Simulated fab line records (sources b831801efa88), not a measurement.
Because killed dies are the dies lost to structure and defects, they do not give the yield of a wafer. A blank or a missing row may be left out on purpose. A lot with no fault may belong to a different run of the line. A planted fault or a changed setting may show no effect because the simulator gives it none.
Commonality check across tools | flow sky130 | 42 wafers sampled across 14 lots

== WHAT PROMPTED THE OPENING ==
At SKY_METAL3_CD_MEAS_13 the reading cdNm is flagged on 2 of 14 lots. Fault-free wafers read 300.2 nm, with a standard deviation of 1.5.
Rule: a lot is flagged in two cases, either no wafer of it has a number, or all its wafers with numbers fall more than 4 standard deviations from that mean. As for the other lots, they are considered sound.

lot  | measured     | on       | cdNm (nm), wafer by wafer | flag
L184 | day 38 12:28 | cdSem-01 | 302.8 302.8 304.3         | 
L185 | day 39 00:39 | cdSem-01 | 300.6 299.4 297.4         | 
L187 | day 39 09:15 | cdSem-02 | 301.3 302.9 301.3         | 
L188 | day 39 17:04 | cdSem-01 | 299.9 301.0 300.4         | 
L189 | day 41 08:15 | cdSem-01 | 301.7 301.5 301.8         | 
L191 | day 41 13:11 | cdSem-02 | 299.6 300.5 299.2         | 
L193 | day 41 14:08 | cdSem-01 | 299.1 300.6 299.6         | 
L192 | day 41 15:03 | cdSem-02 | 299.7 298.4 299.0         | 
L194 | day 41 23:00 | cdSem-01 | 248.3 67.3 238.9          | FLAGGED
L196 | day 42 08:49 | cdSem-01 | 213.5 244.7 188.3         | FLAGGED
L203 | day 44 20:39 | cdSem-02 | 301.6 299.6 299.4         | 
L204 | day 44 22:32 | cdSem-01 | 297.7 298.5 297.7         | 
L202 | day 44 23:29 | cdSem-01 | 300.8 300.7 300.2         | 
L205 | day 44 23:40 | cdSem-02 | 298.4 298.0 299.3         | 
The mean of the flagged lots' numbers is 200.2 nm, -100.0 nm from the usual (-67 standard deviations).

== WHICH TOOL RAN EACH LOT ==
The record keeps 1 process step preceding the reading, out of 708 steps on the route. Cell contents, in order: the tool; ch with the chambers the sampled wafers went through; the start.
lot  | flag    | SKY_METAL3_EXPOSE_10
L184 |         | krfScanner-01 ch 0, day 37 23:22
L185 |         | krfScanner-01 ch 0, day 38 12:41
L187 |         | krfScanner-02 ch 0, day 38 20:57
L188 |         | krfScanner-02 ch 0, day 39 04:45
L189 |         | krfScanner-01 ch 0, day 40 21:12
L191 |         | krfScanner-02 ch 0, day 41 01:35
L193 |         | krfScanner-01 ch 0, day 41 02:13
L192 |         | krfScanner-02 ch 0, day 41 03:01
L194 | FLAGGED | krfScanner-02 ch 0, day 41 10:11
L196 | FLAGGED | krfScanner-02 ch 0, day 41 21:04
L203 |         | krfScanner-02 ch 0, day 44 09:18
L204 |         | krfScanner-01 ch 0, day 44 11:19
L202 |         | krfScanner-02 ch 0, day 44 12:38
L205 |         | krfScanner-01 ch 0, day 44 12:54
What is done by these steps:
- SKY_METAL3_EXPOSE_10: exposes mask MM3, target cd 300 nm.
- SKY_METAL3_CD_MEAS_13: target cd 300 nm.

== FLAGGED OVER TOTAL, TOOL BY TOOL (the gauges that took the reading come last) ==
step                  | tool          | lots run | flagged | share of the flagged lots | sound lots run after its first flagged lot
SKY_METAL3_EXPOSE_10  | krfScanner-01 | 6        | 0       | none                      | -
SKY_METAL3_EXPOSE_10  | krfScanner-02 | 8        | 2       | all                       | 2 (L203,L202)
SKY_METAL3_CD_MEAS_13 | cdSem-01      | 9        | 2       | all                       | 2 (L204,L202)
SKY_METAL3_CD_MEAS_13 | cdSem-02      | 5        | 0       | none                      | -

== WHAT IS ALLOWED BY THE TABLE ==
In 2 table rows, all flagged lots were run: krfScanner-02 (SKY_METAL3_EXPOSE_10), cdSem-01 (SKY_METAL3_CD_MEAS_13).
- krfScanner-02 at SKY_METAL3_EXPOSE_10 ran 8 lots, 2 of them flagged. Sound lots ran on it after the first flagged one (L203, L202), which a lasting fault on the whole tool wouldn't allow.
- cdSem-01 at SKY_METAL3_CD_MEAS_13 ran 9 lots, 2 of them flagged. Sound lots ran on it after the first flagged one (L204, L202), which a lasting fault on the whole tool wouldn't allow.
Every row of the table either missed a flagged lot or ran a sound lot after the first.

== WHAT THE SIMULATOR HAD PUT IN ==
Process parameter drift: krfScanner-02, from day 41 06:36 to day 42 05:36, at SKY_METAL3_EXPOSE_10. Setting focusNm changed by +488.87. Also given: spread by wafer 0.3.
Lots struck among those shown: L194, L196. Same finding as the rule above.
